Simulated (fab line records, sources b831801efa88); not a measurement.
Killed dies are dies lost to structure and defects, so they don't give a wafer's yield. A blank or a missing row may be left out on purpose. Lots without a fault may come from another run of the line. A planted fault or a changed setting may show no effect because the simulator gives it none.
Which tool did it? | flow gf180mcu | 6 lots, 16 wafers sampled, at 3 steps of a route of 602

WHAT THE GAUGES READ, wafer by wafer
GF_V1_THK_MEAS_03.
lot  | measured     | on            | V1_CVD_02_THK (nm)
L150 | day 17 13:23 | film_metro-02 | 844 840 845
L152 | day 18 06:59 | film_metro-02 | 863 871
L155 | day 20 05:33 | film_metro-02 | 832 850 861
L159 | day 22 05:45 | film_metro-01 | 854 847
L161 | day 22 18:05 | film_metro-02 | 866 843 883
L164 | day 22 23:43 | film_metro-02 | 567 565 585

WHICH TOOL RAN EACH LOT (tool, then ch and the chambers of the sampled wafers, then the start)
lot  | GF_M1_SPUTTER_01             | GF_V1_CVD_02
L150 | pvd_sputter-01, day 16 13:50 | pecvd-03 ch 1,2, day 17 13:19
L152 | pvd_sputter-03, day 17 06:55 | pecvd-02 ch 0,2, day 18 06:55
L155 | pvd_sputter-04, day 19 04:01 | pecvd-04 ch 0,2, day 20 05:29
L159 | pvd_sputter-03, day 21 04:20 | pecvd-04 ch 1,2, day 22 05:41
L161 | pvd_sputter-01, day 21 17:22 | pecvd-02 ch 0,2, day 22 18:01
L164 | pvd_sputter-03, day 21 23:40 | pecvd-04 ch 1,2, day 22 23:39
- GF_M1_SPUTTER_01: material TiN, target thk 30 nm, time 25 s.
- GF_V1_CVD_02: deposits SiO2 from TEOS, target thk 850 nm, time 94.851 s.

THE ANSWER, worked out from the rows above alone
Rule: what is usual is taken from the lots themselves. Put in order of their means at a reading, lots are off if they are a third of the lots or fewer, leave a main group of 4 or more, and stand apart from it by a gap of 3 or more times the standard deviation of the main group's means; of several such gaps the widest counts. A main group whose means are all the same, to the digits that the tables above print for the reading, isn't used. A lot without any number at a reading at which 4 lots or more have one is off too. The other lots that the step has rows for count as sound.
Off: L164, at GF_V1_THK_MEAS_03 (V1_CVD_02_THK). The main group: mean 854 nm, standard deviation 9.4.
A tool fits if, at a process step before that reading, it ran every lot that is off, and no sound lot after the first of them. The gauges at GF_V1_THK_MEAS_03 are tried like those tools. Can't be told from this: 3 tools fit, pvd_sputter-03 at GF_M1_SPUTTER_01, pecvd-04 at GF_V1_CVD_02, film_metro-02 at GF_V1_THK_MEAS_03.

WHAT THE SIMULATOR HAD PUT IN
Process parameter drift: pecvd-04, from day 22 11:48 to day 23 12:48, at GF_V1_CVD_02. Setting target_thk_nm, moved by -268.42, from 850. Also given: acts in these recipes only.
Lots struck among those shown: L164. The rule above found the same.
